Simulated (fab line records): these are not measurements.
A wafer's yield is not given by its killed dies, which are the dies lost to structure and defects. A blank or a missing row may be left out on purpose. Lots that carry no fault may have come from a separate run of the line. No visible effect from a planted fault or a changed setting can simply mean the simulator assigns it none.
The tool behind it: which one?    flow gf180mcu    Sampling: 11 lots, 33 wafers, 2 of 602 route steps

WHAT EACH GAUGE READ, for each wafer
GF_STI_THK_MEAS_04.
lot   measured     on             STI_CVD_03_THK (nm)
L274  day 1 13:47  film_metro-04  205.9 208.8 207.0
L275  day 1 18:35  film_metro-01  207.0 207.9 207.6
L276  day 2 00:07  film_metro-01  207.1 207.6 207.9
L277  day 2 04:34  film_metro-04  205.4 206.1 206.2
L278  day 2 09:45  film_metro-04  207.1 207.9 208.0
L279  day 2 15:47  film_metro-02  209.6 208.2 210.1
L280  day 2 21:49  film_metro-04  208.8 207.3 209.8
L286  day 4 01:44  film_metro-01  174.1 174.1 174.5
L289  day 4 16:34  film_metro-02  174.5 174.7 175.4
L294  day 5 17:34  film_metro-02  209.4 211.2 210.1
L297  day 6 09:33  film_metro-01  207.2 207.1 205.5

WHICH TOOL RAN EACH LOT (tool, then ch and the chambers of the sampled wafers, then the start)
lot   GF_STI_CVD_03
L274  lpcvd-02 ch 0, day 1 11:46
L275  lpcvd-02 ch 1, day 1 16:34
L276  lpcvd-02 ch 1, day 1 22:08
L277  lpcvd-01 ch 1, day 2 02:34
L278  lpcvd-01 ch 0, day 2 07:46
L279  lpcvd-02 ch 1, day 2 12:48
L280  lpcvd-02 ch 0, day 2 19:49
L286  lpcvd-02 ch 1, day 3 23:45
L289  lpcvd-02 ch 0, day 4 14:34
L294  lpcvd-01 ch 1, day 5 15:34
L297  lpcvd-01 ch 1, day 6 06:34
- GF_STI_CVD_03: deposits Si3N4 from DCS/NH3, target thk 207.16 nm, time 3551 s.

THE ANSWER, worked out from the rows above alone
Rule: usual is defined by the lots themselves. Put in order of their means at a reading, lots are off if they are a third of the lots or fewer, leave a main group of 4 or more, and stand apart from it by a gap of 3 or more times the standard deviation of the main group's means; of several such gaps the widest counts. If all means in a main group match to the digits the tables above print for the reading, that group is not used. A lot without any number at a reading at which 4 lots or more have one is off too. The other lots that the step has rows for count as sound.
Off: L286, L289, seen at GF_STI_THK_MEAS_04 (STI_CVD_03_THK). Main group: mean 207.8 nm, sd 1.3.
If a tool, at a process step before that reading, ran all the lots that are off and no sound lot after the first of them, it fits. Gauges at GF_STI_THK_MEAS_04: tried the same way as those tools. One fits: GF_STI_CVD_03 on lpcvd-02. A fault onset in the window from L280 (day 2 19:49, its last sound lot) to L286 (day 3 23:45, its first lot off) fits.

WHAT THE SIMULATOR HAD INSERTED
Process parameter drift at GF_STI_CVD_03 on lpcvd-02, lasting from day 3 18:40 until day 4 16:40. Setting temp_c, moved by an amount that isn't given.
Lots struck among those shown: L286, L289. Same finding as the rule above.
